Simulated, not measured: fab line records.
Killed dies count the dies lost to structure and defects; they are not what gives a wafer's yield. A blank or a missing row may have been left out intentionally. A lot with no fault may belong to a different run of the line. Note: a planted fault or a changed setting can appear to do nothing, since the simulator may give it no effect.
Struck lot and sound lot, side by side + flow sky130 + 15 out of 708 route steps
Sound: these wafers, L806.1, L806.2, L806.3. Wafers L826.4, L826.5, L826.6 were the ones struck. The cause comes at the end.
Per side, at each step with rows, come the tool, then ch with its chambers, and then its first start. Under that, the readings that differ: sound wafers + struck wafers + difference of the means + sigmas: that difference in standard deviations of wafers without a fault.
alike: words and numbers the same on both sides, and readings whose means are apart by under 2 such deviations; not compared: readings that were withheld, readings missing a value for some wafer, numbers with overlapping values and no deviation given by the record, and bounds like >300 which may hide the same value.
Wherever a step has rows on one side only, a row that says differs or no value, or a row with sigmas, the two part there. Numbers that don't overlap but have no deviation are shown without sigmas and don't part them. A reading missing from all wafers of one side parts the sides only when that side holds two or more wafers.

SKY_LDD_HVN_OVL_MEAS_07:
  sound on overlay-01, day 19 15:26; struck on overlay-01, day 27 13:38
| reading          | sound         | struck      | difference | sigmas |
|------------------|---------------|-------------|------------|--------|
| LDD_HVN_OVL (nm) | 0.2 -1.2 -1.1 | 2.4 2.2 2.2 | +3.0       | +2     |
then, 1 step without rows for these wafers: SKY_LDD_HVN_IMPLANT_08.
SKY_LDD_HVN_STRIP_09: strips in O2/N2.
  sound on plasma asher-04 ch 0,1, day 19 15:37; struck on plasma asher-02 ch 0,1, day 27 13:50
  alike: drypump motor current A, oes product au, strip time to endpoint s
  not compared: rf hours counter h
SKY_LDD_HVN_TW_MEAS_10:
  sound on film metro-02, day 19 15:43; struck on film metro-01, day 27 13:56
  alike: LDD_HVN_TW
then, 7 steps without rows for these wafers: SKY_LDD_HVP_DEHYDRATE_00 (time 60 s); SKY_LDD_HVP_HMDS_01 (prime time 60 s); SKY_LDD_HVP_COAT_02 (resist thk 300 nm); SKY_LDD_HVP_SOFTBAKE_03 (time 60 s); SKY_LDD_HVP_EXPOSE_04 (exposes mask HVPTM, target cd 700 nm); SKY_LDD_HVP_PEB_05; SKY_LDD_HVP_DEVELOP_06 (develop time 60 s).
SKY_LDD_HVP_OVL_MEAS_07:
  sound on overlay-02, day 20 22:21; struck on overlay-02, day 28 17:58
  alike: LDD_HVP_OVL
SKY_LDD_HVP_IMPLANT_08:
  sound on implanter-01 ch 0, day 20 22:23; struck on implanter-01 ch 0, day 28 18:04
| reading                   | sound                | struck               | difference | sigmas      |
|---------------------------|----------------------|----------------------|------------|-------------|
| beam energy keV           | 19.990 20.002 19.990 | 23.449 23.458 23.449 | +3.458     | +99 or more |
| model.implant.rp nm (nm)  | 62.78 62.78 62.78    | 75 75 75             | +12        |             |
| model.implant.drp nm (nm) | 28.53 28.53 28.53    | 33.31 33.31 33.31    | +4.78      |             |
SKY_LDD_HVP_STRIP_09: strips in O2/N2.
  sound on plasma asher-02 ch 0,1, day 20 22:32; struck on plasma asher-03 ch 0,1, day 28 18:10
| reading                     | sound       | struck      | difference | sigmas |
|-----------------------------|-------------|-------------|------------|--------|
| drypump motor current A (A) | 5.1 6.0 5.2 | 6.7 6.7 6.7 | +1.3       | +2     |
  alike: oes product au, strip time to endpoint s
  not compared: rf hours counter h
-- a jump in the record: the struck wafers' starts before and after are 21 days apart (it breaks off in module LDD_HVP and resumes in module PAD_OPEN, where the first step shown is number 708 of the route) --
SKY_PAD_OPEN_PROBE_99:
  sound on prober-01, day 44 21:50; struck on prober-01, day 50 01:29
| reading                        | sound          | struck         | difference | sigmas |
|--------------------------------|----------------|----------------|------------|--------|
| model.etest.tip_p_5v.rs ohm sq | 2892 2860 2864 | 2822 2818 2832 | -48        |        |
  alike: killed_at_M0_to_M3, killed_at_M4_up, killed at contacts, killed at front end, killed at other, killed dies, killed open, killed short

WHERE THEY PART
Last at SKY_LDD_HVP_STRIP_09 as far as this record goes, first at SKY_LDD_HVN_OVL_MEAS_07. Later steps at which nothing parts them and some readings are alike: SKY_PAD_OPEN_PROBE_99.

WHY: what had been put in by the simulator
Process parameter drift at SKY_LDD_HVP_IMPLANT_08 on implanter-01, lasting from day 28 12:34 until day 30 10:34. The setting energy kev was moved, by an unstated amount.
